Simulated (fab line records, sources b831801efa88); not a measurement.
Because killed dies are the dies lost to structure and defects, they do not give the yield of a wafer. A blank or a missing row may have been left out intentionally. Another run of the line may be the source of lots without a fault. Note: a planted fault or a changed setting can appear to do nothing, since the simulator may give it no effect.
Comparing a struck lot with a sound one | flow gf180mcu | 25 out of 602 route steps
Sound: the wafers L820.2, L820.3, L820.6. Struck: wafers L819.3, L819.4, L819.6. At the end, the cause is stated.
For every step that has rows: the tool of each side, followed by ch and its chambers, followed by its first start. Under that, the readings that differ: sound wafers | struck wafers | difference of the means | sigmas: that difference in standard deviations of wafers without a fault.
alike: words and numbers the same on both sides, and readings whose means are apart by under 2 such deviations; not compared: readings that were withheld, readings missing a value for some wafer, numbers with overlapping values and no deviation given by the record, and bounds like >300 which may hide the same value.
A row with sigmas, a row that says differs or no value, or rows on one side alone: a step with any of these is where the two part. Numbers that don't overlap but have no deviation are shown without sigmas and don't part them. A reading that every wafer of one side lacks parts them only if that side has two wafers or more.

first, 5 steps without rows for these wafers: GF_HV_LDD_COAT_14 (resist thk 1000 nm); GF_HV_LDD_SOFTBAKE_15 (time 60 s); GF_HV_LDD_EXPOSE_16 (exposes mask Pplus LV AREA, target cd 400 nm); GF_HV_LDD_PEB_17; GF_HV_LDD_DEVELOP_18 (develop time 60 s).
GF_HV_LDD_CD_MEAS_19: the cd target is 400 nm.
  sound on cdSem-01 at day 14 14:09; struck on cdSem-02 at day 14 01:04
  alike: cdNm
GF_HV_LDD_OVL_MEAS_20:
  sound on overlay-02 at day 14 14:16; struck on overlay-01 at day 14 01:10
  alike: HV_LDD_01_OVL
then, 1 step without rows for these wafers: GF_HV_LDD_IMPLANT_21.
GF_HV_LDD_STRIP_22: strips in O2/N2.
  sound on plasmaAsher-04 ch 0, day 14 14:26; struck on plasmaAsher-03 ch 0,1, day 14 01:22
  alike: chamberPressureMTorr, drypumpMotorCurrentA, heaterPowerW, oesProductAu, stripTimeToEndpointS
  not compared: rfHoursCounterH
GF_HV_LDD_TW_MEAS_23:
  sound on filmMetro-04 at day 14 14:34; struck on filmMetro-02 at day 14 01:28
  alike: HV_LDD_2_TW
then, 2 steps without rows for these wafers: GF_HV_LDD_DEHYDRATE_24 (time 60 s); GF_HV_LDD_HMDS_25 (prime time 60 s).
GF_HV_LDD_COAT_26: resist thk 1000 nm.
  sound on lithoTrack-04 ch 0, day 15 00:43; struck on lithoTrack-02 ch 0, day 14 11:41
reading                                    | sound             | struck          | difference | sigmas
model.NOVOLAK_of_HV_LDD_COAT_26.thkNm (nm) | 996.2 998.1 998.1 | 942.2 945 942.2 | -54.3      | 
then, 3 steps without rows for these wafers: GF_HV_LDD_SOFTBAKE_27 (time 60 s); GF_HV_LDD_EXPOSE_28 (exposes mask Nplus HV AREA, target cd 400 nm); GF_HV_LDD_PEB_29.
GF_HV_LDD_DEVELOP_30: develop time 60 s.
  sound on lithoTrack-04 ch 0, day 15 11:43; struck on lithoTrack-02 ch 0, day 14 22:14
reading                                    | sound             | struck            | difference | sigmas
model.NOVOLAK_of_HV_LDD_COAT_26.thkNm (nm) | 995.8 997.7 997.7 | 941.8 944.6 941.7 | -54.4      | 
GF_HV_LDD_CD_MEAS_31: the cd target is 400 nm.
  sound on cdSem-01 at day 15 11:51; struck on cdSem-02 at day 14 22:23
reading   | sound             | struck            | difference | sigmas
cdNm (nm) | 400.2 398.5 398.5 | 405.3 406.5 407.3 | +7.3       | +4
GF_HV_LDD_OVL_MEAS_32:
  sound on overlay-02 at day 15 11:58; struck on overlay-02 at day 14 22:29
  alike: HV_LDD_02_OVL
then, 4 steps without rows for these wafers: GF_HV_LDD_IMPLANT_33; GF_HV_LDD_IMPLANT_34; GF_HV_LDD_IMPLANT_35; GF_HV_LDD_IMPLANT_36.
GF_HV_LDD_STRIP_37: strips in O2/N2.
  sound on plasmaAsher-03 ch 0,1, day 15 12:35; struck on plasmaAsher-04 ch 0,1, day 14 23:08
reading                  | sound             | struck            | difference | sigmas
stripTimeToEndpointS (s) | 12.58 12.61 12.61 | 11.97 11.99 11.96 | -0.63      | -17
  alike: chamberPressureMTorr, drypumpMotorCurrentA, heaterPowerW, oesProductAu
  not compared: rfHoursCounterH
GF_HV_LDD_TW_MEAS_38:
  sound on filmMetro-01 at day 15 12:42; struck on filmMetro-04 at day 14 23:13
  alike: HV_LDD_3_TW

== WHERE THEY PART ==
First at GF_HV_LDD_CD_MEAS_31; last, within this record, at GF_HV_LDD_STRIP_37. Later steps at which nothing parts them and some readings are alike: GF_HV_LDD_TW_MEAS_38.

WHY: the cause the simulator had injected
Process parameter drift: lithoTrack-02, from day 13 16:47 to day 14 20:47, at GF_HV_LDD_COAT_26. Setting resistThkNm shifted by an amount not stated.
